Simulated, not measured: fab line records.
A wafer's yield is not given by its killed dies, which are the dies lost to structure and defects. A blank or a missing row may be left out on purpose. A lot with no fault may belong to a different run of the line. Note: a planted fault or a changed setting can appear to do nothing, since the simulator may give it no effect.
Struck lot and sound lot, side by side    flow sky130    15 steps out of a route of 708
Sound: these wafers, L116.1, L116.2, L116.4. Wafers struck: L125.1, L125.2, L125.3. The cause is given at the end.
Each step with rows lists, per side, the tool, then ch with its chambers, then its first start. Under that, the readings that differ: sound wafers    struck wafers    difference of the means    sigmas: that difference in standard deviations of wafers without a fault.
alike: words and numbers the same on both sides, and readings whose means are apart by under 2 such deviations; not compared: readings that were withheld, readings missing a value for some wafer, numbers with overlapping values and no deviation given by the record, and bounds like >300 which may hide the same value.
Wherever a step has rows on one side only, a row that says differs or no value, or a row with sigmas, the two part there. When numbers do not overlap yet have no deviation, they are printed without sigmas and do not part them. A reading that every wafer of one side lacks parts them only if that side has two wafers or more.

SKY_CAPM_SPUTTER_02: material TiN, target thk 200 nm, time 166.7 s.
  struck on pvd_sputter-04, day 40 10:42; sound on pvd_sputter-04, day 37 18:58
  alike: substrate_temp_c, throttle_valve_pct
SKY_CAPM_RS_MEAS_03: the measuring method here is four-point-probe.
  struck on film_metro-02, day 40 10:49; sound on film_metro-02, day 37 19:05
  alike: CAPM_TIN_RS
SKY_CAPM_THK_MEAS_04: measures by xrf.
  struck on film_metro-02, day 40 10:56; sound on film_metro-02, day 37 19:12
  alike: CAPM_TIN_THK
then, 7 steps without rows for these wafers: SKY_CAPM_DEHYDRATE_05 (time 60 s); SKY_CAPM_HMDS_06 (prime time 60 s); SKY_CAPM_COAT_07 (resist thk 1140 nm); SKY_CAPM_SOFTBAKE_08 (time 60 s); SKY_CAPM_EXPOSE_09 (exposes mask CAPM, target cd 1000 nm); SKY_CAPM_PEB_10; SKY_CAPM_DEVELOP_11 (develop time 60 s).
SKY_CAPM_OVL_MEAS_12:
  struck on overlay-02, day 41 10:53; sound on overlay-02, day 38 21:05
  alike: CAPM_OVL
SKY_CAPM_METAL_ETCH_13: etches TiN in Cl2/BCl3, stops on SiO2, target depth 220 nm, time 62.9 s.
  sound on rie_metal-03 ch 0,1, day 38 21:07; struck on rie_metal-04 ch 0,1, day 41 10:55
  alike: drypump_motor_current_A, oes_product_au, throttle_valve_pct
  not compared: rf_hours_counter_h
SKY_CAPM_STRIP_14: strips in O2/N2.
  sound on plasma_asher-04 ch 0,1, day 38 21:11; struck on plasma_asher-03 ch 0,1, day 41 10:59
reading              sound              struck             difference  sigmas
n2_flow_sccm (sccm)  299.8 299.8 298.6  239.7 239.8 239.6  -59.7       -60
  alike: drypump_motor_current_A, oes_product_au, strip_time_to_endpoint_s
  not compared: rf_hours_counter_h
then, 1 step without rows for these wafers: SKY_CAPM_STRIP_15 (strips in post etch residue remover, time 1200 s).
-- the record jumps here: 8 days lie between the struck wafers' starts before and after (it left off in module CAPM and takes up again in module PAD_OPEN, whose first step shown is number 708 of the route) --
SKY_PAD_OPEN_PROBE_99:
  struck on prober-01, day 49 01:19; sound on prober-02, day 46 22:21
  alike: defect_limited_yield, killed_at_M0_to_M3, killed_at_M4_up, killed_at_contacts, killed_at_front_end, killed_at_other, killed_dies, killed_open, killed_short, sort_bin_3_pad_short, sort_bin_5_function, sort_bin_6_memory, sort_n_pass, sort_yield_pct

== WHERE THEY PART ==
SKY_CAPM_STRIP_14 only, going by this record. Later steps at which nothing parts them and some readings are alike: SKY_PAD_OPEN_PROBE_99.

WHY: whatever the simulator had introduced
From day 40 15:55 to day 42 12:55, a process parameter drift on plasma_asher-03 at SKY_CAPM_STRIP_14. From 300, the setting n2_flow_sccm moved by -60. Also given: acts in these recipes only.
